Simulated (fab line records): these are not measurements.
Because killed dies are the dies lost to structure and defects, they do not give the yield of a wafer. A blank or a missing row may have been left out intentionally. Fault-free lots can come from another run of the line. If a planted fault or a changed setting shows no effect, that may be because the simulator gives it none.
Which tool did it? :: flow gf180mcu :: Sampling: 12 lots, 34 wafers, 7 of 602 route steps

## WHAT THE GAUGES SHOWED, per wafer
GF_M2_RS_MEAS_05: uses a four-point probe to measure. Usual: M2_ALCU_RS typically reads 0.0698 ohm/sq, with standard deviation 0.00088.
lot: L886
measured: day 17 22:34
on: film_metro-02
M2_ALCU_RS (ohm/sq): 0.0707 0.0716 0.0708
flag: 

lot: L890
measured: day 19 13:32
on: film_metro-02
M2_ALCU_RS (ohm/sq): 0.0704 0.0709 0.0706
flag: 

lot: L891
measured: day 19 20:44
on: film_metro-04
M2_ALCU_RS (ohm/sq): 0.0694 0.0688 0.0689
flag: 

lot: L892
measured: day 20 11:01
on: film_metro-04
M2_ALCU_RS (ohm/sq): 0.0691 0.0697 0.0688
flag: 

lot: L893
measured: day 20 18:05
on: film_metro-02
M2_ALCU_RS (ohm/sq): 0.0709 0.0715 0.0712
flag: 

lot: L894
measured: day 21 00:14
on: film_metro-03
M2_ALCU_RS (ohm/sq): 0.0694 0.0695 0.0691
flag: 

lot: L895
measured: day 21 09:01
on: film_metro-02
M2_ALCU_RS (ohm/sq): 0.0699 0.0700 0.0698
flag: 

lot: L896
measured: day 21 19:41
on: film_metro-02
M2_ALCU_RS (ohm/sq): 0.0700 0.0706 0.0700
flag: 

lot: L897
measured: day 22 00:04
on: film_metro-03
M2_ALCU_RS (ohm/sq): 0.0710 0.0705 0.0699
flag: 

lot: L899
measured: day 23 01:31
on: film_metro-02
M2_ALCU_RS (ohm/sq): 0.0699 0.0696 0.0695
flag: 

lot: L906
measured: day 25 22:49
on: film_metro-04
M2_ALCU_RS (ohm/sq): 0.0488 0.0697 0.0487 0.0697
flag: OFF

lot: L905
measured: day 25 23:29
on: film_metro-04
M2_ALCU_RS (ohm/sq): 0.0486 0.0487 0.0486 0.0486
flag: OFF

GF_M2_THK_MEAS_06: measures by xrf. Usual: M2_ALCU_THK typically reads 442 nm, with standard deviation 5.4.
lot: L886
measured: day 17 22:40
on: film_metro-02
M2_ALCU_THK (nm): 439 436 439
flag: 

lot: L890
measured: day 19 13:39
on: film_metro-02
M2_ALCU_THK (nm): 439 436 437
flag: 

lot: L891
measured: day 19 20:51
on: film_metro-04
M2_ALCU_THK (nm): 446 450 448
flag: 

lot: L892
measured: day 20 11:08
on: film_metro-04
M2_ALCU_THK (nm): 448 441 449
flag: 

lot: L893
measured: day 20 18:13
on: film_metro-02
M2_ALCU_THK (nm): 438 433 435
flag: 

lot: L894
measured: day 21 00:21
on: film_metro-03
M2_ALCU_THK (nm): 445 444 443
flag: 

lot: L895
measured: day 21 09:08
on: film_metro-02
M2_ALCU_THK (nm): 439 439 442
flag: 

lot: L896
measured: day 21 19:48
on: film_metro-02
M2_ALCU_THK (nm): 440 434 438
flag: 

lot: L897
measured: day 22 00:09
on: film_metro-03
M2_ALCU_THK (nm): 440 440 444
flag: 

lot: L899
measured: day 23 01:37
on: film_metro-02
M2_ALCU_THK (nm): 443 443 445
flag: 

lot: L906
measured: day 26 00:32
on: film_metro-04
M2_ALCU_THK (nm): 629 438
flag: OFF

lot: L905
measured: day 26 00:40
on: film_metro-04
M2_ALCU_THK (nm): 630 629
flag: OFF

GF_M2_CD_MEAS_14: the cd target is 280 nm. Usual: cd_nm 279.8 nm, standard deviation 1.2.
lot: L886
measured: day 18 22:42
on: cd_sem-02
cd_nm (nm): 278.8 279.0 278.3
flag: 

lot: L890
measured: day 20 13:49
on: cd_sem-01
cd_nm (nm): 279.9 278.8 278.9
flag: 

lot: L891
measured: day 20 21:05
on: cd_sem-01
cd_nm (nm): 279.2 278.7 279.4
flag: 

lot: L892
measured: day 21 10:38
on: cd_sem-02
cd_nm (nm): 278.7 278.8 279.2
flag: 

lot: L893
measured: day 21 18:11
on: cd_sem-01
cd_nm (nm): 280.1 282.0 279.3
flag: 

lot: L894
measured: day 22 00:05
on: cd_sem-01
cd_nm (nm): 281.5 281.7 281.2
flag: 

lot: L895
measured: day 22 08:44
on: cd_sem-01
cd_nm (nm): 279.2 279.2 280.4
flag: 

lot: L896
measured: day 22 19:44
on: cd_sem-02
cd_nm (nm): 279.6 279.5 280.3
flag: 

lot: L897
measured: day 22 23:18
on: cd_sem-01
cd_nm (nm): 279.3 280.4 280.4
flag: 

lot: L899
measured: day 24 00:20
on: cd_sem-01
cd_nm (nm): 279.8 279.8 281.9
flag: 

lot: L906
measured: day 26 11:44
on: cd_sem-02
cd_nm (nm): 280.0 279.3
flag: 

lot: L905
measured: day 26 05:31
on: cd_sem-01
cd_nm (nm): 280.4 280.6
flag: 

GF_M2_OVL_MEAS_15. Usual: M2_OVL typically reads -1 nm, with standard deviation 5.6.
lot: L886
measured: day 18 22:46
on: overlay-01
M2_OVL (nm): 9 -1 7
flag: 

lot: L890
measured: day 20 13:56
on: overlay-01
M2_OVL (nm): -5 2 -10
flag: 

lot: L891
measured: day 20 21:13
on: overlay-01
M2_OVL (nm): -12 -7 -14
flag: 

lot: L892
measured: day 21 10:46
on: overlay-01
M2_OVL (nm): 5 -1 1
flag: 

lot: L893
measured: day 21 18:19
on: overlay-02
M2_OVL (nm): 6 2 -1
flag: 

lot: L894
measured: day 22 00:13
on: overlay-02
M2_OVL (nm): -2 -1 -7
flag: 

lot: L895
measured: day 22 08:51
on: overlay-02
M2_OVL (nm): -8 -8 -8
flag: 

lot: L896
measured: day 22 19:51
on: overlay-02
M2_OVL (nm): 3 5 1
flag: 

lot: L897
measured: day 22 23:23
on: overlay-02
M2_OVL (nm): -2 -7 -8
flag: 

lot: L899
measured: day 24 00:25
on: overlay-01
M2_OVL (nm): -4 -1 -6
flag: 

lot: L906
measured: day 26 11:49
on: overlay-02
M2_OVL (nm): -5 -6
flag: 

lot: L905
measured: day 26 05:37
on: overlay-02
M2_OVL (nm): -5 1
flag: 

GF_V2_THK_MEAS_03. Usual: V2_CVD_02_THK typically reads 851 nm, with standard deviation 9.1.
lot: L886
measured: day 18 23:43
on: film_metro-04
V2_CVD_02_THK (nm): 853 847 850
flag: 

lot: L890
measured: day 20 14:49
on: film_metro-03
V2_CVD_02_THK (nm): 855 851 851
flag: 

lot: L891
measured: day 20 22:07
on: film_metro-03
V2_CVD_02_THK (nm): 839 847 850
flag: 

lot: L892
measured: day 21 11:38
on: film_metro-04
V2_CVD_02_THK (nm): 844 859 852
flag: 

lot: L893
measured: day 21 19:12
on: film_metro-04
V2_CVD_02_THK (nm): 828 845 861
flag: 

lot: L894
measured: day 22 01:05
on: film_metro-03
V2_CVD_02_THK (nm): 842 833 849
flag: 

lot: L895
measured: day 22 09:47
on: film_metro-01
V2_CVD_02_THK (nm): 860 846 868
flag: 

lot: L896
measured: day 22 20:44
on: film_metro-04
V2_CVD_02_THK (nm): 848 860 859
flag: 

lot: L897
measured: day 23 00:23
on: film_metro-03
V2_CVD_02_THK (nm): 861 861 869
flag: 

lot: L899
measured: day 24 01:20
on: film_metro-03
V2_CVD_02_THK (nm): 845 850 857
flag: 

lot: L906
measured: day 26 12:46
on: film_metro-01
V2_CVD_02_THK (nm): 858 854
flag: 

lot: L905
measured: day 26 06:37
on: film_metro-03
V2_CVD_02_THK (nm): 846 865
flag: 

## WHAT TOOL EACH LOT RAN ON (gives the tool, then ch and the chambers of the sampled wafers, and finally the start)
lot: L886
GF_M2_SPUTTER_02: pvd_sputter-01, day 17 22:25
GF_M2_METAL_ETCH_16: rie_metal-03 ch 0,1, day 18 22:50

lot: L890
GF_M2_SPUTTER_02: pvd_sputter-01, day 19 13:26
GF_M2_METAL_ETCH_16: rie_metal-02 ch 0,1, day 20 13:59

lot: L891
GF_M2_SPUTTER_02: pvd_sputter-03, day 19 20:38
GF_M2_METAL_ETCH_16: rie_metal-01 ch 0,1, day 20 21:14

lot: L892
GF_M2_SPUTTER_02: pvd_sputter-03, day 20 10:55
GF_M2_METAL_ETCH_16: rie_metal-03 ch 0,1, day 21 10:47

lot: L893
GF_M2_SPUTTER_02: pvd_sputter-01, day 20 18:00
GF_M2_METAL_ETCH_16: rie_metal-01 ch 0,1, day 21 18:20

lot: L894
GF_M2_SPUTTER_02: pvd_sputter-04, day 21 00:08
GF_M2_METAL_ETCH_16: rie_metal-01 ch 0,1, day 22 00:14

lot: L895
GF_M2_SPUTTER_02: pvd_sputter-03, day 21 08:55
GF_M2_METAL_ETCH_16: rie_metal-03 ch 0,1, day 22 08:53

lot: L896
GF_M2_SPUTTER_02: pvd_sputter-03, day 21 19:29
GF_M2_METAL_ETCH_16: rie_metal-02 ch 0,1, day 22 19:53

lot: L897
GF_M2_SPUTTER_02: pvd_sputter-01, day 21 23:55
GF_M2_METAL_ETCH_16: rie_metal-01 ch 0, day 22 23:31

lot: L899
GF_M2_SPUTTER_02: pvd_sputter-03, day 23 01:23
GF_M2_METAL_ETCH_16: rie_metal-03 ch 0,1, day 24 00:29

lot: L906
GF_M2_SPUTTER_02: pvd_sputter-01, day 25 22:40
GF_M2_METAL_ETCH_16: rie_metal-01 ch 1, day 26 11:53

lot: L905
GF_M2_SPUTTER_02: pvd_sputter-01, day 25 23:22
GF_M2_METAL_ETCH_16: rie_metal-01 ch 0,1, day 26 05:41
- GF_M2_SPUTTER_02: material AlCu, target thk 450 nm, time 23.9 s.
- GF_M2_METAL_ETCH_16: etches the open film in Cl2/BCl3, stops on SiO2, target depth 627.5 nm, time 104.6 s.

## WHAT THE TOOLS THEMSELVES READ (means of the sampled wafers that have a number; where no wafer has one, the mark that the record gives instead)
GF_M2_SPUTTER_02. Usual: throttle_valve_pct 30.5 %, standard deviation 1.3.
lot: L886
tool: pvd_sputter-01
throttle_valve_pct (%): 30.7
flag: 

lot: L890
tool: pvd_sputter-01
throttle_valve_pct (%): 31.5
flag: 

lot: L891
tool: pvd_sputter-03
throttle_valve_pct (%): 30.2
flag: 

lot: L892
tool: pvd_sputter-03
throttle_valve_pct (%): 30.4
flag: 

lot: L893
tool: pvd_sputter-01
throttle_valve_pct (%): 31.4
flag: 

lot: L894
tool: pvd_sputter-04
throttle_valve_pct (%): 30.0
flag: 

lot: L895
tool: pvd_sputter-03
throttle_valve_pct (%): 29.9
flag: 

lot: L896
tool: pvd_sputter-03
throttle_valve_pct (%): 31.6
flag: 

lot: L897
tool: pvd_sputter-01
throttle_valve_pct (%): 32.3
flag: 

lot: L899
tool: pvd_sputter-03
throttle_valve_pct (%): 30.6
flag: 

lot: L906
tool: pvd_sputter-01
throttle_valve_pct (%): 31.4
flag: 

lot: L905
tool: pvd_sputter-01
throttle_valve_pct (%): 32.0
flag: 

GF_M2_METAL_ETCH_16. Usual: drypump_motor_current_A 5.7 A, standard deviation 0.41; oes_product_au 0.970 a.u., standard deviation 0.0067; throttle_valve_pct 28.253 %, standard deviation 0.011.
lot: L886
tool: rie_metal-03
drypump_motor_current_A (A): 5.7
oes_product_au (a.u.): 0.967
throttle_valve_pct (%): 28.267
flag: 

lot: L890
tool: rie_metal-02
drypump_motor_current_A (A): 6.0
oes_product_au (a.u.): 0.969
throttle_valve_pct (%): 28.253
flag: 

lot: L891
tool: rie_metal-01
drypump_motor_current_A (A): 5.5
oes_product_au (a.u.): 0.972
throttle_valve_pct (%): 28.249
flag: 

lot: L892
tool: rie_metal-03
drypump_motor_current_A (A): 5.7
oes_product_au (a.u.): 0.979
throttle_valve_pct (%): 28.250
flag: 

lot: L893
tool: rie_metal-01
drypump_motor_current_A (A): 5.5
oes_product_au (a.u.): 0.959
throttle_valve_pct (%): 28.271
flag: 

lot: L894
tool: rie_metal-01
drypump_motor_current_A (A): 5.3
oes_product_au (a.u.): 0.971
throttle_valve_pct (%): 28.254
flag: 

lot: L895
tool: rie_metal-03
drypump_motor_current_A (A): 5.7
oes_product_au (a.u.): 0.970
throttle_valve_pct (%): 28.244
flag: 

lot: L896
tool: rie_metal-02
drypump_motor_current_A (A): 6.0
oes_product_au (a.u.): 0.960
throttle_valve_pct (%): 28.247
flag: 

lot: L897
tool: rie_metal-01
drypump_motor_current_A (A): 5.2
oes_product_au (a.u.): 0.968
throttle_valve_pct (%): 28.259
flag: 

lot: L899
tool: rie_metal-03
drypump_motor_current_A (A): 6.0
oes_product_au (a.u.): 0.975
throttle_valve_pct (%): 28.253
flag: 

lot: L906
tool: rie_metal-01
drypump_motor_current_A (A): 5.7
oes_product_au (a.u.): 0.984
throttle_valve_pct (%): 28.234
flag: 

lot: L905
tool: rie_metal-01
drypump_motor_current_A (A): 5.4
oes_product_au (a.u.): 1.000
throttle_valve_pct (%): 28.227
flag: OFF

## THE ANSWER, worked out from the rows above alone
Rule: a lot is off if the mean of its wafers that have a number lies more than 3 standard deviations from the usual mean. A lot without any number at a reading at which 4 lots or more have one is off too. Where the step has rows for the other lots, those lots are counted as sound. Order of review: gauges by route order, followed by the tools' own readings, for which a lot's mean as printed above is used. The first step at which some lot is off is used, and at that step the reading that is off furthest; a lot without a number counts as furthest.
Off: L906, L905, seen at GF_M2_RS_MEAS_05 (M2_ALCU_RS).
A tool fits if, at a process step before that reading, it ran every lot that is off, and no sound lot after the first of them. The gauges at GF_M2_RS_MEAS_05 are tried like those tools. Undecided on this evidence; 2 tools fit (pvd_sputter-01 at GF_M2_SPUTTER_02, film_metro-04 at GF_M2_RS_MEAS_05).

## WHAT HAD BEEN PUT IN BY THE SIMULATOR
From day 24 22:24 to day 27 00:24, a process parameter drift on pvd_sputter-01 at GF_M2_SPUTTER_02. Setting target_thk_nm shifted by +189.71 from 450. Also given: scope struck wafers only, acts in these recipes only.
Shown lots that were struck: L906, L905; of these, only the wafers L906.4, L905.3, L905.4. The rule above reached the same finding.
